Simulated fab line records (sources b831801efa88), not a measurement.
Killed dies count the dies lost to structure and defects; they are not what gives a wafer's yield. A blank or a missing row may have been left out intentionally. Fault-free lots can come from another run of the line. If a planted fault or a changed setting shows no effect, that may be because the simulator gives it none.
A lot that was struck, set against a sound lot    flow sky130    16 out of 708 route steps
Sound: these wafers, L864.1, L864.5, L864.6. Struck: wafer L873.4 (left out: L873.6, a lot-mate that was not struck); the cause follows at the end.
Order at every step that has rows: each side's tool, ch and its chambers, its first start. Under that, the readings that differ: sound wafers    struck wafers    difference of the means    sigmas: that difference in standard deviations of wafers without a fault.
alike: readings with means less than 2 such deviations apart, plus words and numbers identical on both sides. not compared: withheld readings, readings lacking a value on some wafer, bounds such as >300 that could conceal the same value, and numbers that have no deviation in the record and whose values overlap.
Wherever a step has rows on one side only, a row that says differs or no value, or a row with sigmas, the two part there. Numbers that don't overlap but have no deviation are shown without sigmas and don't part them. A reading that every wafer of one side lacks parts them only if that side has two wafers or more.

first, 7 steps without rows for these wafers: SKY_METAL3_HMDS_06 (prime time 60 s); SKY_METAL3_COAT_07 (resist thk 60 nm); SKY_METAL3_COAT_08 (resist thk 1140 nm); SKY_METAL3_SOFTBAKE_09 (time 90 s); SKY_METAL3_EXPOSE_10 (exposes mask MM3, target cd 300 nm); SKY_METAL3_PEB_11; SKY_METAL3_DEVELOP_12 (develop time 60 s).
SKY_METAL3_CD_MEAS_13 targets a cd of 300 nm.
  sound on cd sem-01, day 38 18:05; struck on cd sem-02, day 41 10:45
  alike: cd nm
SKY_METAL3_OVL_MEAS_14:
  sound on overlay-02, day 38 18:13; struck on overlay-02, day 41 10:50
  alike: METAL3_OVL
SKY_METAL3_DESCUM_15: chemistry O2, time 8 s.
  sound on rie metal-03 ch 0,1, day 38 18:15; struck on rie metal-04 ch 1, day 41 10:52
reading                sound              struck  difference  sigmas
oes product au (a.u.)  0.999 0.992 0.995  1.015   +0.020      +3
  alike: drypump motor current A, he backside leak sccm, temp c
  not compared: rf hours counter h
SKY_METAL3_ETCH_16: etches BARC in N2/H2, stops on SiO2, time 88.2 s, target depth 60 nm.
  sound on rie metal-03 ch 0,1, day 38 18:17; struck on rie metal-04 ch 1, day 41 10:55
  alike: bias w, drypump motor current A, he backside leak sccm, oes product au, throttle valve pct
  not compared: rf hours counter h
SKY_METAL3_ETCH_17: etches SiO2 in C4F8/O2/Ar, stops on TiN, time 3.9 s, target depth 15 nm.
  sound on rie diel-04 ch 1,2,3, day 38 18:23; struck on rie diel-01 ch 2, day 41 10:59
  alike: bias w, oes product au
SKY_METAL3_METAL_ETCH_18: etches the open film in Cl2/BCl3, stops on SiO2, target depth 845 nm, time 183.1 s.
  sound on rie metal-01 ch 0,1, day 38 18:23; struck on rie metal-01 ch 1, day 41 11:03
reading                                        sound              struck  difference  sigmas
model.KrF-thick_of_METAL3_COAT_08.thk nm (nm)  531.4 532 532.8    607.9   +75.8       
model.METAL3.cd nm (nm)                        302.7 300.3 301.8  308.9   +7.3        
model.SiO2_of_VIA2_HDPCVD_00.thk nm (nm)       465.2 465.8 465.3  468.5   +3.1        
  alike: bias w, drypump motor current A, he backside leak sccm, oes product au, throttle valve pct
  not compared: rf hours counter h
SKY_METAL3_STRIP_19: strips in O2/N2.
  sound on plasma asher-01 ch 0,1, day 38 18:34; struck on plasma asher-02 ch 1, day 41 11:13
reading                       sound              struck  difference  sigmas
oes product au (a.u.)         0.497 0.506 0.503  0.529   +0.027      +6
strip time to endpoint s (s)  6.58 6.59 6.59     7.34    +0.75       +13
  alike: drypump motor current A
  not compared: rf hours counter h
then, 1 step without rows for these wafers: SKY_METAL3_STRIP_20 (strips in post etch residue remover, time 1200 s).
-- the record jumps here: 7 days lie between the struck wafers' starts before and after (it left off in module METAL3 and takes up again in module PAD_OPEN, whose first step shown is number 708 of the route) --
SKY_PAD_OPEN_PROBE_99:
  sound on prober-02, day 45 22:56; struck on prober-02, day 48 04:40
reading                         sound                struck  difference  sigmas
model.etest.met3.width nm (nm)  308.2 302.7 304.2    308.9   +3.9        
model.etest.met3.line ohm um    0.137 0.1419 0.1419  0.1357  -0.0046     

## WHERE THEY PART
Last at SKY_METAL3_STRIP_19 as far as this record goes, first at SKY_METAL3_DESCUM_15.

WHY: what had been put in by the simulator
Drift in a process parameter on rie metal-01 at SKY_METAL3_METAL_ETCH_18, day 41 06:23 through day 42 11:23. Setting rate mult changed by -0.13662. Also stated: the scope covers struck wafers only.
